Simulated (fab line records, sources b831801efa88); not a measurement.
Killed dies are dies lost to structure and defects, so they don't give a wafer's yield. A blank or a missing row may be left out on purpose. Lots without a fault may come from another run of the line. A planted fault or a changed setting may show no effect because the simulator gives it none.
Problem report in the 8D (eight disciplines) form, filled by code | flow sfq_line | the parts of the form that need people (team, actions taken, sign-off) are left out

1. THE PROBLEM
M1_NB_RS at SFQ_M1_RS_MEAS_909 reads a mean of 0.736 ohm/sq on 4 wafers of 2 lots; wafers without a fault read 0.893 ohm/sq with a standard deviation of 0.01. That is -16 standard deviations from the usual mean.
The step: measures by four-point-probe.
First seen on wafer L410.1, day 15 02:43, on film_metro-01. The record holds 30 wafers of 10 lots with a number at this step. Rule for "out", or "out of limits": more than 4 standard deviations from the usual mean. The other wafers with a number count as sound.

2. WHAT IT IS AND WHAT IT IS NOT
question                    | is                             | is not
which readings at this step | M1_NB_RS                       | -
which lots                  | L410, L411                     | L395, L396, L397, L398, L399, L400, L413, L415
which wafers of those lots  | L410.1, L410.4, L411.1, L411.4 | L410.3, L411.6
read on which gauges        | film_metro-01                  | film_metro-02, film_metro-04
when                        | from day 15 02:43              | up to then (19 sound wafers); but 7 sound wafers of L411, L413, L415 came after

3. SUSPECTS, AND WHAT RULES EACH OUT
Counting: a tool at a process step up to the reading stays a suspect if it ran every lot that is out. Sound lots after the first of them don't rule it out here, since some wafers of a struck lot are sound.
- the gauge at SFQ_M1_RS_MEAS_909: ruled out. All the wafers that are out were read on film_metro-01, but those of them that SFQ_TRILAYER_M1_ETCH_METAL_ETCH_042 has rows for are out there too, on other tools.
- pvd_sputter-03 at SFQ_TRILAYER_M1_DEP_SPUTTER_037 (material Nb, target thk 200 nm, time 133.3 s): kept. It ran every lot that is out, first L410 (day 15 02:38); its last sound lot up to then is L399 (day 11 08:08).
Left after counting: pvd_sputter-03 at SFQ_TRILAYER_M1_DEP_SPUTTER_037.

4. THE CAUSE (what the simulator had put in)
Process parameter drift: pvd_sputter-03, from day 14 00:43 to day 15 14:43, at SFQ_TRILAYER_M1_DEP_SPUTTER_037. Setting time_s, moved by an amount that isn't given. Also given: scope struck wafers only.
Counting left only this tool.

5. THE CHAIN OF EFFECTS, in route order
Each row: a reading whose mean over the struck wafers that have a number lies more than 3 standard deviations from the usual. Only readings for which the record gives a usual standard deviation are gone through. hours: the time from each lot's start at the first step in this table that gives one to its start at this step, as a median over the lots. sigmas: the change in usual standard deviations.
hours | step                                | reading        | usual        | on struck wafers | change | sigmas
0     | SFQ_M1_RS_MEAS_909                  | M1_NB_RS       | 0.893 ohm/sq | 0.736            | -0.157 | -16
14    | SFQ_TRILAYER_M1_ETCH_METAL_ETCH_042 | oes_product_au | 0.892 a.u.   | 0.988            | +0.096 | +15
The process steps in it:
- SFQ_TRILAYER_M1_ETCH_METAL_ETCH_042: etches Nb in Cl2/Ar, stops on SiO2, target depth 240 nm, time 120 s.

6. WHAT WOULD HAVE CAUGHT IT SOONER
In this record the first reading out of limits at a measuring or inspecting step was taken at day 15 02:43, 26 hours after the fault began at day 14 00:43.
Of the tool readings at SFQ_TRILAYER_M1_DEP_SPUTTER_037 for which the record gives a usual standard deviation, none was out on any struck wafer, so an alarm limit of 4 standard deviations on them would not have fired.
Of the lots that are out (2), L411 began SFQ_TRILAYER_M1_DEP_SPUTTER_037 on pvd_sputter-03 after day 15 02:43. A hold on the tool at that time would have spared it.
